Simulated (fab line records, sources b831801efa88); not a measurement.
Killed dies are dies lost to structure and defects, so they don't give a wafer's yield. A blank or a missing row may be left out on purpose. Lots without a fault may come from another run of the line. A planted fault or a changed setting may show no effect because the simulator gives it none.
fab line records | flow gf180mcu | part 1 of 2: steps 1 to 30 of 39
record lots=5 wafers=15 last_day=34
route steps=602 shown M5@526 V5@540
lots that met no fault: from a run of the same line without faults
start_h: hours from the record's first day to the start of the lot's first wafer shown | wait_h: hours since the lot's step before | " the same as in the row above | L1.1+2: a row that stands for several wafers | - no value, or no start given | * or withheld: withheld | < > ~ a bound
route shown NAME@n: a module of which the file shows steps, and the number in the route of the first | usual: mean/standard deviation of fault-free wafers | same: alike in all rows | chamber/n: place in a boat | sites: the reading at each site | _std_site: their standard deviation | _edge_site: outer sites' mean less inner sites' | radius_mm: how far each site lies from the wafer's centre | mask NAME#n: copy n | behind: the tool/chamber that last shaped the wafer | hold: why the lot was held/for how many hours/how that ended | device: the transistor (n, p or np) that didn't switch | end of line: the same wafers' tests at the end of the route | a step without rows: its recipe alone | killed: dies lost to structure and defects at the first sort, not the wafer's yield | map: a wafer's dies, x killed, . not, _ none there
set.NAME: the setting as run; set.NAME@STEP: as run at that earlier step | model.NAME: the simulator's own value behind a step, which no gauge read
lots at some steps of the route; a table a step, a row a wafer
services: from which hour (start_h, from the record's first day; less than 0 if before it) a tool's chamber was out of use, for how many hours, and why
## steps
# step GF_M5_DEHYDRATE_00
# recipe temp_c=200 time_s=60
# columns lot.wafer tool chamber start_h wait_h
L075.1+3+5 litho_track-01 0 592.67 9.7
L079.1+4+5 litho_track-01 0 635.02 8.2
L083.1+3+6 litho_track-03 0 674.58 8.1
L088.2+5+6 litho_track-04 0 711.80 8.0
L093.3+4+6 litho_track-04 0 741.22 8.0
# step GF_M5_HMDS_01
# recipe prime_time_s=60 prime_temp_c=120
# same prime_time_s=60
# columns lot.wafer tool chamber start_h wait_h
L075.1+3+5 litho_track-01 0 592.82 0.1
L079.1+4+5 litho_track-01 0 635.17 0.1
L083.1+3+6 litho_track-03 0 674.73 0.1
L088.2+5+6 litho_track-04 0 711.95 0.1
L093.3+4+6 litho_track-04 0 741.37 0.1
# step GF_M5_COAT_02
# recipe resist=KrF spin_rpm=withheld resist_thk_nm=1000
# usual dispense_pressure_kPa=50.4/0.86
# columns lot.wafer tool chamber start_h wait_h dispense_pressure_kPa
L075.1 litho_track-01 0 592.97 0.1 51.2
L075.3 " 0 " " 51.2
L075.5 " 0 " " 51.2
L079.1 litho_track-01 0 635.32 0.1 51.2
L079.4 " 0 " " 51.2
L079.5 " 0 " " 51.2
L083.1 litho_track-03 0 674.88 0.1 48.9
L083.3 " 0 " " 48.9
L083.6 " 0 " " 48.8
L088.2 litho_track-04 0 712.10 0.1 50.7
L088.5 " 0 " " 50.7
L088.6 " 0 " " 50.6
L093.3 litho_track-04 0 741.52 0.1 50.7
L093.4 " 0 " " 50.7
L093.6 " 0 " " 50.7
# step GF_M5_SOFTBAKE_03
# recipe temp_c=130 time_s=60 resist=KrF
# columns lot.wafer tool chamber start_h wait_h
L075.1+3+5 litho_track-01 0 593.12 0.1
L079.1+4+5 litho_track-01 0 635.47 0.1
L083.1+3+6 litho_track-03 0 675.03 0.1
L088.2+5+6 litho_track-04 0 712.25 0.1
L093.3+4+6 litho_track-04 0 741.67 0.1
# step GF_M5_EXPOSE_04
# recipe mask_id=Metal5 target_cd_nm=280 na=0.68 source_shape=conventional sigma_outer=0.6 dose_mj=28
# columns lot.wafer tool chamber start_h wait_h mask
L075.1+3+5 krf_scanner-01 0 - - Metal5#0
L079.1+4+5 krf_scanner-01 0 - - Metal5#0
L083.1+3+6 krf_scanner-01 0 - - Metal5#0
L088.2+5+6 krf_scanner-02 0 - - Metal5#0
L093.3+4+6 krf_scanner-02 0 - - Metal5#0
# step GF_M5_PEB_05
# recipe peb_temp_c=135 peb_time_s=90 resist=KrF
# columns lot.wafer tool chamber start_h wait_h
L075.1+3+5 litho_track-03 0 - -
L079.1+4+5 litho_track-03 0 - -
L083.1+3+6 litho_track-04 0 - -
L088.2+5+6 litho_track-04 0 - -
L093.3+4+6 litho_track-04 0 - -
# step GF_M5_DEVELOP_06
# recipe develop_time_s=60 dev_temp_c=21
# columns lot.wafer tool chamber start_h wait_h
L075.1+3+5 litho_track-03 0 604.28 0.2
L079.1+4+5 litho_track-03 0 646.18 0.2
L083.1+3+6 litho_track-04 0 684.72 0.2
L088.2+5+6 litho_track-04 0 721.10 0.2
L093.3+4+6 litho_track-04 0 750.17 0.1
# step GF_M5_CD_MEAS_07
# recipe target_cd_nm=280
# usual cd_nm=279.8/1.3
# columns lot.wafer tool chamber start_h wait_h cd_nm
L075.1 cd_sem-01 - 604.43 0.1 279.2
L075.3 " - " " 281.0
L075.5 " - " " 280.6
L079.1 cd_sem-01 - 646.36 0.2 281.4
L079.4 " - " " 280.6
L079.5 " - " " 281.5
L083.1 cd_sem-02 - 684.87 0.1 280.2
L083.3 " - " " 279.8
L083.6 " - " " 279.4
L088.2 cd_sem-02 - 721.24 0.1 279.1
L088.5 " - " " 279.4
L088.6 " - " " 279.9
L093.3 cd_sem-02 - 750.31 0.1 280.3
L093.4 " - " " 281.4
L093.6 " - " " 281.7
# step GF_M5_OVL_MEAS_08
# usual M5_OVL=-3/4.6
# columns lot.wafer tool chamber start_h wait_h M5_OVL[nm]
L075.1 overlay-02 - 604.55 0.1 0
L075.3 " - " " -5
L075.5 " - " " -8
L079.1 overlay-02 - 646.48 0.1 3
L079.4 " - " " -11
L079.5 " - " " 0
L083.1 overlay-01 - 684.99 0.1 -5
L083.3 " - " " -10
L083.6 " - " " -2
L088.2 overlay-01 - 721.35 0.1 -8
L088.5 " - " " 4
L088.6 " - " " 1
L093.3 overlay-01 - 750.40 0.1 -5
L093.4 " - " " -3
L093.6 " - " " 4
# step GF_M5_ETCH_09
# recipe chemistry=CF4/O2 target=Si3N4 target_depth_nm=52 source_w=800 bias_w=150 pressure_mtorr=150 cf4_flow_sccm=80 O2_flow_sccm=10 time_s=11.6
# usual chamber_pressure_mTorr=150.01/0.14 drypump_motor_current_A=5.8/0.51 oes_product_au=1.001/0.0093 throttle_valve_pct=5.973/0.009
# columns lot.wafer tool chamber start_h wait_h chamber_pressure_mTorr drypump_motor_current_A oes_product_au rf_hours_counter_h throttle_valve_pct
L075.1 rie_diel-02 0 604.59 0.0 150.02 6.4 1.000 14 5.971
L075.3 " 2 " " 150.00 5.4 1.011 24 5.969
L075.5 " 2 " " 150.05 5.4 1.016 - 5.991
L079.1 rie_diel-03 2 646.51 0.0 150.02 5.2 1.020 1 5.981
L079.4 " 3 " " 150.01 6.0 1.004 37 5.999
L079.5 " 0 " " 150.22 5.6 0.998 - 5.991
L083.1 rie_diel-03 0 685.03 0.0 149.88 5.6 1.005 56 5.958
L083.3 " 1 " " 150.00 6.1 0.998 13 5.982
L083.6 " 0 " " 150.05 5.6 0.987 - 5.979
L088.2 rie_diel-03 0 721.38 0.0 150.17 5.6 1.001 57 5.965
L088.5 " 2 " " 150.17 5.3 1.008 - 5.971
L088.6 " 1 " " 150.00 6.1 1.004 - 5.971
L093.3 rie_diel-02 0 750.43 0.0 150.18 6.4 1.005 19 5.960
L093.4 " 2 " " 150.22 5.4 1.012 - 5.975
L093.6 " 0 " " 150.08 6.4 0.995 - 5.979
# step GF_M5_METAL_ETCH_10
# recipe chemistry=Cl2/BCl3 mask_material=KrF target_depth_nm=750.8 stop_on=SiO2 pressure_mtorr=8 icp_w=800 bias_w=140 Cl2_flow_sccm=80 bcl3_flow_sccm=40 time_s=125.1
# usual chamber_pressure_mTorr=8.000/0.0067 drypump_motor_current_A=5.4/0.34 he_backside_leak_sccm=3.42/0.19 mfc_cl2_sccm=79.99/0.25 oes_product_au=0.989/0.0056 throttle_valve_pct=28.229/0.0089
# columns lot.wafer tool chamber start_h wait_h chamber_pressure_mTorr drypump_motor_current_A he_backside_leak_sccm mfc_cl2_sccm oes_product_au rf_hours_counter_h throttle_valve_pct
L075.1 rie_metal-04 1 604.61 0.0 7.997 5.7 3.65 79.93 0.994 0 28.224
L075.3 " 0 " " 7.997 5.0 3.40 80.38 0.989 - 28.236
L075.5 " 1 " " 8.000 5.7 3.75 79.83 0.991 - 28.230
L079.1 rie_metal-04 0 646.54 0.0 8.001 5.1 3.15 79.95 0.980 21 28.238
L079.4 " 0 " " 7.995 5.0 3.16 80.16 0.995 - 28.225
L079.5 " 0 " " 8.003 5.1 3.00 79.96 0.983 - 28.241
L083.1 rie_metal-04 1 685.05 0.0 7.997 5.7 3.48 80.02 0.984 2 28.229
L083.3 " 1 " " 8.002 5.7 3.55 79.99 0.996 - 28.217
L083.6 " 1 " " 7.989 5.7 3.51 80.36 0.998 - 28.231
L088.2 rie_metal-02 1 721.40 0.0 7.990 5.8 3.54 79.75 0.981 14 28.236
L088.5 " 0 " " 8.011 5.7 3.51 80.19 0.989 - 28.237
L088.6 " 1 " " 8.003 5.8 3.57 79.71 0.994 - 28.229
L093.3 rie_metal-02 0 750.49 0.1 7.998 5.7 3.50 79.76 0.993 - 28.230
L093.4 " 1 " " 7.992 5.8 3.31 80.26 0.988 - 28.220
L093.6 " 1 " " 7.993 5.8 3.32 80.44 0.983 - 28.228
# step GF_M5_STRIP_11
# recipe chemistry=O2/N2 power_w=1400 pressure_mtorr=1500 platen_temp_c=250 o2_flow_sccm=3000 n2_flow_sccm=300 overash_fraction=0.5
# usual chamber_pressure_mTorr=1500/3.9 drypump_motor_current_A=5.53/0.22 heater_power_w=317/35 oes_product_au=0.523/0.0054 platen_temp_c=249.99/0.18 strip_time_to_endpoint_s=7.04/0.048
# columns lot.wafer tool chamber start_h wait_h chamber_pressure_mTorr drypump_motor_current_A heater_power_w oes_product_au platen_temp_c rf_hours_counter_h strip_time_to_endpoint_s
L075.1 plasma_asher-01 1 604.74 0.1 1501 5.84 285 0.524 250.08 82 7.08
L075.3 " 0 " " 1498 5.30 370 0.523 250.16 - 7.12
L075.5 " 1 " " 1501 5.85 289 0.523 249.88 - 7.10
L079.1 plasma_asher-04 0 646.79 0.2 1501 5.64 292 0.532 249.97 52 7.04
L079.4 " 1 " " 1499 5.41 301 0.522 250.04 - 7.01
L079.5 " 0 " " 1500 5.59 276 0.526 249.86 - 7.02
L083.1 plasma_asher-02 1 685.31 0.2 1501 5.35 317 0.518 250.35 15 6.94
L083.3 " 1 " " 1501 5.35 324 0.515 250.24 - 6.95
L083.6 " 0 " " 1498 5.50 321 0.527 250.11 - 6.99
L088.2 plasma_asher-04 0 721.53 0.1 1501 5.62 277 0.526 250.01 62 7.04
L088.5 " 1 " " 1500 5.41 305 0.516 250.02 - 7.03
L088.6 " 0 " " 1500 5.60 282 0.523 249.82 - 7.07
L093.3 plasma_asher-01 0 750.61 0.1 1501 5.30 364 0.516 249.81 - 7.01
L093.4 " 1 " " 1499 5.82 286 0.517 250.01 - 6.99
L093.6 " 0 " " 1501 5.29 364 0.526 249.46 - 7.02
# step GF_M5_STRIP_12
# recipe chemistry=post_etch_residue_remover time_s=1200 temp_c=72.5
# columns lot.wafer tool chamber start_h wait_h
L075.1+3+5 wet_bench-04 3 604.84 0.1
L079.1+4+5 wet_bench-02 0 646.89 0.1
L083.1+3+6 wet_bench-04 0 685.41 0.1
L088.2+5+6 wet_bench-04 3 721.63 0.1
L093.3+4+6 wet_bench-02 1 750.68 0.0
# step GF_M5_CLEAN_13
# recipe chemistry=DIW dry=n2_spin
# columns lot.wafer tool chamber start_h wait_h
L075.1+3+5 wet_bench-01 0 605.18 0.0
L079.1+4+5 wet_bench-02 0 647.24 0.0
L083.1+3+6 wet_bench-02 1 685.75 0.0
L088.2+5+6 wet_bench-01 0 721.97 0.0
L093.3+4+6 wet_bench-04 1 751.02 0.0
# step GF_V5_CVD_00
# recipe material=SiO2 target_thk_nm=300 sigma_open_frac=0.3 temp_c=400 time_s=50 sih4_flow_sccm=60 pressure_mtorr=6
# columns lot.wafer tool chamber start_h wait_h
L075.1+3+5 hdpcvd-01 1,2,1 605.27 0.0
L079.1+4+5 hdpcvd-01 0,1,0 647.33 0.0
L083.1+3+6 hdpcvd-02 1,0,2 685.84 0.0
L088.2+5+6 hdpcvd-01 2,2,1 722.16 0.0
L093.3+4+6 hdpcvd-02 2,2,1 751.11 0.0
# step GF_V5_THK_MEAS_01
# recipe reads=SiO2_of_V5_CVD_00
# usual V5_CVD_00_THK=299.8/2.6
# columns lot.wafer tool chamber start_h wait_h V5_CVD_00_THK[nm]
L075.1 film_metro-01 - 605.32 0.0 295.9
L075.3 " - " " 295.9
L075.5 " - " " 297.5
L079.1 film_metro-01 - 647.37 0.0 301.7
L079.4 " - " " 302.0
L079.5 " - " " 304.2
L083.1 film_metro-02 - 685.89 0.0 299.7
L083.3 " - " " 301.3
L083.6 " - " " 297.0
L088.2 film_metro-02 - 722.21 0.0 300.0
L088.5 " - " " 298.6
L088.6 " - " " 303.5
L093.3 film_metro-01 - 751.18 0.0 296.5
L093.4 " - " " 296.0
L093.6 " - " " 298.5
# step GF_V5_CVD_02
# recipe material=SiO2 target_thk_nm=1450 precursor=TEOS temp_c=400 time_s=163.28 rf_w=600
# usual heater_power_w=622/98
# columns lot.wafer tool chamber start_h wait_h heater_power_w
L075.1 pecvd-04 0 605.38 0.1 594
L075.3 " 2 " " 681
L075.5 " 0 " " 652
L079.1 pecvd-01 0 647.43 0.1 521
L079.4 " 2 " " 621
L079.5 " 0 " " 424
L083.1 pecvd-04 1 685.95 0.1 573
L083.3 " 0 " " 659
L083.6 " 2 " " 626
L088.2 pecvd-04 2 722.26 0.0 761
L088.5 " 0 " " 672
L088.6 " 1 " " 467
L093.3 pecvd-04 2 751.22 0.0 673
L093.4 " 2 " " 752
L093.6 " 1 " " 563
# step GF_V5_THK_MEAS_03
# recipe reads=SiO2_of_V5_CVD_02
# usual V5_CVD_02_THK=1454/19
# columns lot.wafer tool chamber start_h wait_h V5_CVD_02_THK[nm]
L075.1 film_metro-01 - 605.48 0.1 1433
L075.3 " - " " 1438
L075.5 " - " " 1471
L079.1 film_metro-01 - 647.54 0.1 1433
L079.4 " - " " 1456
L079.5 " - " " 1475
L083.1 film_metro-02 - 686.06 0.1 1448
L083.3 " - " " 1419
L083.6 " - " " 1425
L088.2 film_metro-02 - 722.38 0.1 1448
L088.5 " - " " 1465
L088.6 " - " " 1481
L093.3 film_metro-02 - 751.35 0.1 1440
L093.4 " - " " 1462
L093.6 " - " " 1499
# step GF_V5_CMP_04
# recipe material=SiO2 down_force_psi=4 platen_rpm=60 pad_velocity_m_s=0.94248
# usual motor_current_A=12.0/1.1
# columns lot.wafer tool chamber start_h wait_h motor_current_A
L075.1 cmp-02 0 605.54 0.1 12.4
L075.3 " 1 " " 12.6
L075.5 " 1 " " 12.7
L079.4 cmp-01 2 647.60 0.0 11.6
L079.1 " 1 " " 10.5
L079.5 " 3 " " 10.5
L083.3 cmp-01 1 686.12 0.0 10.0
L083.1 " 3 " " 10.1
L083.6 " 1 " " 10.6
L088.2 cmp-01 1 722.53 0.1 9.9
L088.6 " 3 " " 10.9
L088.5 " 0 " " 12.1
L093.4 cmp-01 1 751.39 0.0 10.4
L093.3 " 2 " " 11.7
L093.6 " 1 " " 10.3
# step GF_V5_BOW_MEAS_05
# recipe mode=bow
# usual V5_BOW=132/8.4
# columns lot.wafer tool chamber start_h wait_h V5_BOW[um]
L075.1 film_metro-02 - 605.84 0.2 141
L075.3 " - " " 133
L075.5 " - " " 132
L079.1 film_metro-04 - 647.90 0.1 138
L079.4 " - " " 134
L079.5 " - " " 124
L083.1 film_metro-04 - 686.42 0.1 131
L083.3 " - " " 124
L083.6 " - " " 127
L088.2 film_metro-04 - 722.75 0.2 131
L088.5 " - " " 136
L088.6 " - " " 136
L093.3 film_metro-04 - 751.73 0.2 135
L093.4 " - " " 142
L093.6 " - " " 138
# step GF_V5_DEHYDRATE_06
# recipe temp_c=200 time_s=60
# columns lot.wafer tool chamber start_h wait_h
L075.1+3+5 litho_track-02 0 615.47 9.6
L079.1+4+5 litho_track-04 0 656.52 8.6
L083.1+3+6 litho_track-04 0 694.77 8.3
L088.2+5+6 litho_track-03 0 730.90 8.1
L093.3+4+6 litho_track-02 0 759.81 8.1
# step GF_V5_HMDS_07
# recipe prime_time_s=60 prime_temp_c=120
# same prime_time_s=60
# columns lot.wafer tool chamber start_h wait_h
L075.1+3+5 litho_track-02 0 615.62 0.1
L079.1+4+5 litho_track-04 0 656.67 0.1
L083.1+3+6 litho_track-04 0 694.92 0.1
L088.2+5+6 litho_track-03 0 731.05 0.1
L093.3+4+6 litho_track-02 0 759.96 0.1
# step GF_V5_COAT_08
# recipe resist=BARC temp_c=withheld time_s=withheld spin_rpm=withheld resist_thk_nm=withheld
# usual dispense_pressure_kPa=50.1/0.94
# columns lot.wafer tool chamber start_h wait_h dispense_pressure_kPa
L075.1 litho_track-02 0 615.77 0.1 51.0
L075.3 " 0 " " 51.0
L075.5 " 0 " " 51.0
L079.1 litho_track-04 0 656.82 0.1 50.7
L079.4 " 0 " " 50.7
L079.5 " 0 " " 50.7
L083.1 litho_track-04 0 695.07 0.1 50.8
L083.3 " 0 " " 50.7
L083.6 " 0 " " 50.7
L088.2 litho_track-03 0 731.20 0.1 49.0
L088.5 " 0 " " 49.0
L088.6 " 0 " " 49.0
L093.3 litho_track-02 0 760.11 0.1 51.0
L093.4 " 0 " " 51.0
L093.6 " 0 " " 51.0
# step GF_V5_COAT_09
# recipe resist=KrF spin_rpm=withheld resist_thk_nm=1000
# usual dispense_pressure_kPa=50.0/0.93
# columns lot.wafer tool chamber start_h wait_h dispense_pressure_kPa
L075.1 litho_track-02 0 - - 50.9
L075.3 " 0 " " 50.9
L075.5 " 0 " " 50.9
L079.1 litho_track-04 0 - - 50.7
L079.4 " 0 " " 50.7
L079.5 " 0 " " 50.7
L083.1 litho_track-04 0 - - 50.7
L083.3 " 0 " " 50.7
L083.6 " 0 " " 50.7
L088.2 litho_track-03 0 - - 48.9
L088.5 " 0 " " 49.0
L088.6 " 0 " " 48.9
L093.3 litho_track-02 0 - - 51.0
L093.4 " 0 " " 50.9
L093.6 " 0 " " 50.9
# step GF_V5_SOFTBAKE_10
# recipe temp_c=130 time_s=60 resist=KrF
# columns lot.wafer tool chamber start_h wait_h
L075.1+3+5 litho_track-02 0 - -
L079.1+4+5 litho_track-04 0 - -
L083.1+3+6 litho_track-04 0 - -
L088.2+5+6 litho_track-03 0 - -
L093.3+4+6 litho_track-02 0 - -
# step GF_V5_EXPOSE_11
# recipe mask_id=Via5 target_cd_nm=260 na=0.68 source_shape=conventional sigma_outer=0.6 dose_mj=38
# columns lot.wafer tool chamber start_h wait_h mask
L075.1+3+5 krf_scanner-01 0 - - Via5#0
L079.1+4+5 krf_scanner-01 0 - - Via5#0
L083.1+3+6 krf_scanner-02 0 - - Via5#0
L088.2+5+6 krf_scanner-01 0 - - Via5#0
L093.3+4+6 krf_scanner-01 0 - - Via5#0
# step GF_V5_PEB_12
# recipe peb_temp_c=135 peb_time_s=90 resist=KrF
# columns lot.wafer tool chamber start_h wait_h
L075.1+3+5 litho_track-04 0 - -
L079.1+4+5 litho_track-02 0 - -
L083.1+3+6 litho_track-04 0 - -
L088.2+5+6 litho_track-03 0 - -
L093.3+4+6 litho_track-03 0 - -
# step GF_V5_DEVELOP_13
# recipe develop_time_s=60 resist=KrF dev_temp_c=21
# columns lot.wafer tool chamber start_h wait_h
L075.1+3+5 litho_track-04 0 626.37 0.2
L079.1+4+5 litho_track-02 0 667.12 0.2
L083.1+3+6 litho_track-04 0 704.37 0.2
L088.2+5+6 litho_track-03 0 740.10 0.2
L093.3+4+6 litho_track-03 0 768.43 0.1
# step GF_V5_CD_MEAS_14
# recipe target_cd_nm=260
# usual cd_nm=260.3/1.5
# columns lot.wafer tool chamber start_h wait_h cd_nm
L075.1 cd_sem-01 - 626.59 0.2 263.3
L075.3 " - " " 262.1
L075.5 " - " " 261.9
L079.1 cd_sem-01 - 667.27 0.1 263.1
L079.4 " - " " 262.5
L079.5 " - " " 261.9
L083.1 cd_sem-02 - 704.52 0.1 258.8
L083.3 " - " " 258.4
L083.6 " - " " 257.8
L088.2 cd_sem-01 - 740.25 0.1 260.4
L088.5 " - " " 258.9
L088.6 " - " " 261.1
L093.3 cd_sem-02 - 768.57 0.1 260.2
L093.4 " - " " 259.9
L093.6 " - " " 259.7
# step GF_V5_OVL_MEAS_15
# usual V5_OVL=4/6.1
# columns lot.wafer tool chamber start_h wait_h V5_OVL[nm]
L075.1 overlay-01 - 626.71 0.1 12
L075.3 " - " " 3
L075.5 " - " " 4
L079.1 overlay-02 - 667.39 0.1 5
L079.4 " - " " -8
L079.5 " - " " 3
L083.1 overlay-02 - 704.64 0.1 3
L083.3 " - " " -4
L083.6 " - " " 15
L088.2 overlay-02 - 740.35 0.1 10
L088.5 " - " " 7
L088.6 " - " " 10
L093.3 overlay-01 - 768.66 0.1 -7
L093.4 " - " " -5
L093.6 " - " " 10
